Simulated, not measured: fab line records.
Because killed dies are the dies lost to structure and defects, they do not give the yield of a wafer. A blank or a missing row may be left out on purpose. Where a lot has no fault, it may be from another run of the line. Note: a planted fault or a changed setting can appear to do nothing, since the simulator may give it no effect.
The tool behind it: which one? + flow sfq-line + 42 wafers from 14 lots sampled at 4 of the route's 325 steps

== WHAT EACH GAUGE READ, for each wafer ==
SFQ_M2_RS_MEAS_914: a four-point-probe measurement.
| lot  | measured     | on            | M2_NB_RS (ohm/sq)                   |
|------|--------------|---------------|-------------------------------------|
| L197 | day 16 02:19 | film-metro-04 | 0.889 0.886 0.886                   |
| L201 | day 17 17:48 | film-metro-03 | 0.890 0.890 0.900                   |
| L202 | day 17 20:10 | film-metro-03 | 0.893 0.898 0.891                   |
| L203 | day 18 06:33 | film-metro-04 | 0.887 0.892 0.893                   |
| L207 | day 21 23:20 | film-metro-02 | 0.879 0.888 0.885                   |
| L208 | day 22 07:34 | film-metro-04 | 0.825 0.836 0.828 0.825 0.833 0.829 |
| L211 | day 23 11:07 | film-metro-02 | 0.828 0.839 0.822 0.829 0.837 0.820 |
| L214 | day 24 11:08 | film-metro-04 | 0.879 0.891 0.872                   |
| L215 | day 24 15:57 | film-metro-04 | 0.890 0.887 0.889                   |
| L216 | day 24 20:46 | film-metro-03 | 0.892 0.876 0.891                   |
| L217 | day 25 00:19 | film-metro-03 | 0.901 0.900 0.898                   |
| L218 | day 25 03:57 | film-metro-02 | 0.893 0.892 0.894                   |
| L219 | day 25 20:00 | film-metro-04 | 0.892 0.885 0.890                   |
| L220 | day 25 23:34 | film-metro-04 | 0.895 0.884 0.888                   |

== WHAT TOOL EACH LOT RAN ON (gives the tool, then ch and the chambers of the sampled wafers, and finally the start) ==
| lot  | SFQ_TRILAYER_L0_VIA_BARC_OPEN_VIA_ETCH_021 | SFQ_TRILAYER_L0_VIA_STRIP_STRIP_017 | SFQ_TRILAYER_M2_DEP_SPUTTER_055 |
|------|--------------------------------------------|-------------------------------------|---------------------------------|
| L197 | rie-diel-04 ch 2,3, day 5 10:27            | rie-metal-04 ch 0,1, day 5 10:32    | pvd-sputter-03, day 16 02:12    |
| L201 | rie-diel-04 ch 0,3, day 6 08:03            | rie-metal-03 ch 0,1, day 6 08:20    | pvd-sputter-06, day 17 17:39    |
| L202 | rie-diel-03 ch 1,2, day 6 10:33            | rie-metal-04 ch 0,1, day 6 10:38    | pvd-sputter-04, day 17 20:03    |
| L203 | rie-diel-02 ch 0,1,2, day 6 15:21          | rie-metal-01 ch 0,1, day 6 15:38    | pvd-sputter-06, day 18 06:25    |
| L207 | rie-diel-03 ch 0,2,3, day 7 12:57          | rie-metal-01 ch 0,1, day 7 13:02    | pvd-sputter-04, day 21 23:13    |
| L208 | rie-diel-02 ch 0,1, day 7 20:09            | rie-metal-01 ch 0,1, day 7 20:26    | pvd-sputter-06, day 22 07:25    |
| L211 | rie-diel-02 ch 0,1,2, day 8 17:34          | rie-metal-03 ch 0,1, day 8 17:40    | pvd-sputter-06, day 23 11:01    |
| L214 | rie-diel-04 ch 0,1,3, day 9 11:34          | rie-metal-04 ch 0,1, day 9 11:40    | pvd-sputter-04, day 24 11:01    |
| L215 | rie-diel-03 ch 2,3, day 9 17:34            | rie-metal-01 ch 0,1, day 9 17:52    | pvd-sputter-04, day 24 15:49    |
| L216 | rie-diel-04 ch 0,1, day 9 22:22            | rie-metal-03 ch 0,1, day 9 22:40    | pvd-sputter-03, day 24 20:37    |
| L217 | rie-diel-04 ch 1,2,3, day 10 06:46         | rie-metal-03 ch 0,1, day 10 06:52   | pvd-sputter-03, day 25 00:13    |
| L218 | rie-diel-03 ch 0,2,3, day 10 13:58         | rie-metal-01 ch 1, day 10 14:04     | pvd-sputter-03, day 25 03:50    |
| L219 | rie-diel-04 ch 0,2, day 10 19:58           | rie-metal-01 ch 0,1, day 10 20:04   | pvd-sputter-04, day 25 19:53    |
| L220 | rie-diel-04 ch 0,1,3, day 11 00:46         | rie-metal-04 ch 0, day 11 00:52     | pvd-sputter-03, day 25 23:28    |
- SFQ_TRILAYER_L0_VIA_BARC_OPEN_VIA_ETCH_021: etches BARC in O2, target depth 125 nm, time 41.7 s.
- SFQ_TRILAYER_L0_VIA_STRIP_STRIP_017: strips in O2.
- SFQ_TRILAYER_M2_DEP_SPUTTER_055: material Nb, target thk 200 nm, time 133.3 s.

== WHAT THE TOOLS THEMSELVES READ (means of the sampled wafers that have a number; where no wafer has one, the mark that the record gives instead) ==
SFQ_TRILAYER_L0_VIA_BARC_OPEN_VIA_ETCH_021.
| lot  | tool        | drypump-motor-current-A (A) | oes-product-au (a.u.) |
|------|-------------|-----------------------------|-----------------------|
| L197 | rie-diel-04 | 5.77                        | 0.684                 |
| L201 | rie-diel-04 | 5.75                        | 0.687                 |
| L202 | rie-diel-03 | 5.65                        | 0.685                 |
| L203 | rie-diel-02 | 5.40                        | 0.686                 |
| L207 | rie-diel-03 | 5.67                        | 0.686                 |
| L208 | rie-diel-02 | 5.56                        | 0.684                 |
| L211 | rie-diel-02 | 5.38                        | 0.686                 |
| L214 | rie-diel-04 | 5.62                        | 0.684                 |
| L215 | rie-diel-03 | 5.78                        | 0.683                 |
| L216 | rie-diel-04 | 5.47                        | 0.687                 |
| L217 | rie-diel-04 | 5.65                        | 0.687                 |
| L218 | rie-diel-03 | 5.67                        | 0.686                 |
| L219 | rie-diel-04 | 5.74                        | 0.682                 |
| L220 | rie-diel-04 | 5.61                        | 0.690                 |

SFQ_TRILAYER_L0_VIA_STRIP_STRIP_017.
| lot  | tool         | drypump-motor-current-A (A) | oes-product-au (a.u.) |
|------|--------------|-----------------------------|-----------------------|
| L197 | rie-metal-04 | 5.97                        | 1.006                 |
| L201 | rie-metal-03 | 5.36                        | 1.010                 |
| L202 | rie-metal-04 | 5.96                        | 1.004                 |
| L203 | rie-metal-01 | 5.77                        | 0.990                 |
| L207 | rie-metal-01 | 5.76                        | 1.001                 |
| L208 | rie-metal-01 | 5.62                        | 1.000                 |
| L211 | rie-metal-03 | 5.36                        | 1.007                 |
| L214 | rie-metal-04 | 5.80                        | 1.006                 |
| L215 | rie-metal-01 | 5.63                        | 0.997                 |
| L216 | rie-metal-03 | 5.44                        | 1.002                 |
| L217 | rie-metal-03 | 5.35                        | 1.008                 |
| L218 | rie-metal-01 | 5.47                        | 0.988                 |
| L219 | rie-metal-01 | 5.61                        | 0.986                 |
| L220 | rie-metal-04 | 6.12                        | 1.006                 |

SFQ_TRILAYER_M2_DEP_SPUTTER_055.
| lot  | tool           | chamber-pressure-pa (Pa) | throttle-valve-pct (%) |
|------|----------------|--------------------------|------------------------|
| L197 | pvd-sputter-03 | 0.13332                  | 30.5                   |
| L201 | pvd-sputter-06 | 0.13338                  | 29.4                   |
| L202 | pvd-sputter-04 | 0.13344                  | 30.2                   |
| L203 | pvd-sputter-06 | 0.13299                  | 30.3                   |
| L207 | pvd-sputter-04 | 0.13310                  | 31.3                   |
| L208 | pvd-sputter-06 | 0.13338                  | 29.6                   |
| L211 | pvd-sputter-06 | 0.13346                  | 30.4                   |
| L214 | pvd-sputter-04 | 0.13316                  | 32.2                   |
| L215 | pvd-sputter-04 | 0.13299                  | 30.1                   |
| L216 | pvd-sputter-03 | 0.13334                  | 30.4                   |
| L217 | pvd-sputter-03 | 0.13347                  | 30.5                   |
| L218 | pvd-sputter-03 | 0.13325                  | 30.8                   |
| L219 | pvd-sputter-04 | 0.13340                  | 32.2                   |
| L220 | pvd-sputter-03 | 0.13356                  | 30.8                   |

== THE ANSWER, worked out from the rows above alone ==
Rule: the usual values come from the lots themselves. Put in order of their means at a reading, lots are off if they are a third of the lots or fewer, leave a main group of 4 or more, and stand apart from it by a gap of 3 or more times the standard deviation of the main group's means; of several such gaps the widest counts. A main group is skipped when, at the precision printed for the reading in the tables above, its means are all equal. Also off: a lot with no number at a reading for which 4 or more lots have one. Any other lot the step has rows for is counted as sound. Order of review: gauges by route order, followed by the tools' own readings, for which a lot's mean as printed above is used. The first step at which some lot is off is used, and at that step the reading that is off furthest; a lot without a number counts as furthest.
Off: L208, L211, seen at SFQ_M2_RS_MEAS_914 (M2_NB_RS). Main group: mean 0.890 ohm/sq, sd 0.0048.
A tool fits if, at a process step before that reading, it ran every lot that is off, and no sound lot after the first of them. Those tools and the gauges at SFQ_M2_RS_MEAS_914 are tried in the same way. Can't be told from this: 2 tools fit, rie-diel-02 at SFQ_TRILAYER_L0_VIA_BARC_OPEN_VIA_ETCH_021, pvd-sputter-06 at SFQ_TRILAYER_M2_DEP_SPUTTER_055.

== WHAT WAS PUT IN BY THE SIMULATOR ==
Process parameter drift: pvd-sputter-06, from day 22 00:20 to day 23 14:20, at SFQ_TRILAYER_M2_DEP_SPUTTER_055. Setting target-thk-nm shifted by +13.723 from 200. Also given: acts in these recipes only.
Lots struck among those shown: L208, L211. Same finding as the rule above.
